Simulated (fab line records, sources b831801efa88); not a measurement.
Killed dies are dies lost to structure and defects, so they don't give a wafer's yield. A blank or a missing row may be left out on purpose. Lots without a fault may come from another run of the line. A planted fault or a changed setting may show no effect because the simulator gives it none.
Chamber matching | flow sfq_line | SFQ_TRILAYER_I6_CMP_CMP_166 on cmp-02: 4 sister chambers
The step polishes SiO2. 8 wafers are shown with their chamber, then 8 later ones without.

WAFERS WITH THEIR CHAMBER
wafer  | chamber | motor_current_A (A) | time_to_endpoint_s (s)
L542.6 | 2       | 11.0                | 220
L543.5 | 3       | 9.8                 | 220
L545.3 | 0       | 9.9                 | 205
L545.5 | 0       | 10.4                | 223
L546.4 | 1       | 9.5                 | 212
L546.1 | 3       | 9.3                 | 205
L546.6 | 1       | 9.3                 | 219
L549.2 | 2       | 10.4                | 218

WAFERS WITHOUT THEIR CHAMBER
wafer  | motor_current_A (A) | time_to_endpoint_s (s)
L549.3 | 9.5                 | 200
L549.6 | 10.2                | 204
L553.3 | 9.5                 | 204
L553.4 | 9.1                 | 210
L553.6 | 9.0                 | 210
L561.2 | 10.5                | 218
L561.4 | 9.6                 | 212
L561.5 | 9.8                 | 215

WHICH CHAMBER EACH WENT THROUGH
wafer  | from the rows above               | in truth
L549.3 | can't be placed: 3 or 1 or 0      | 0
L549.6 | can't be placed: 0 or 3 or 2 or 1 | 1
L553.3 | can't be placed: 3 or 1 or 0      | 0
L553.4 | can't be placed: 1 or 3           | 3
L553.6 | can't be placed: 1 or 3           | 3
L561.2 | can't be placed: 2 or 0           | 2
L561.4 | can't be placed: 3 or 1 or 0      | 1
L561.5 | can't be placed: 3 or 0 or 1 or 2 | 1
Placed correctly: 0 of 8. Can't be placed from these rows: 8 (the true chamber is among the candidates in 8). Placed wrongly: 0.
How it was worked out, from the rows above alone: a wafer's distance from a chamber is the root of the sum, over the readings, of the square of ((its reading less the chamber's mean) divided by the reading's scatter). The wafer belongs to the nearest chamber; if the next one is less than 2 further off, it can't be placed. A chamber's mean is the mean of its shown wafers. The scatter: the root of (the sum of the squares of (reading less its chamber's mean) over the shown wafers, divided by (wafers less chambers)).
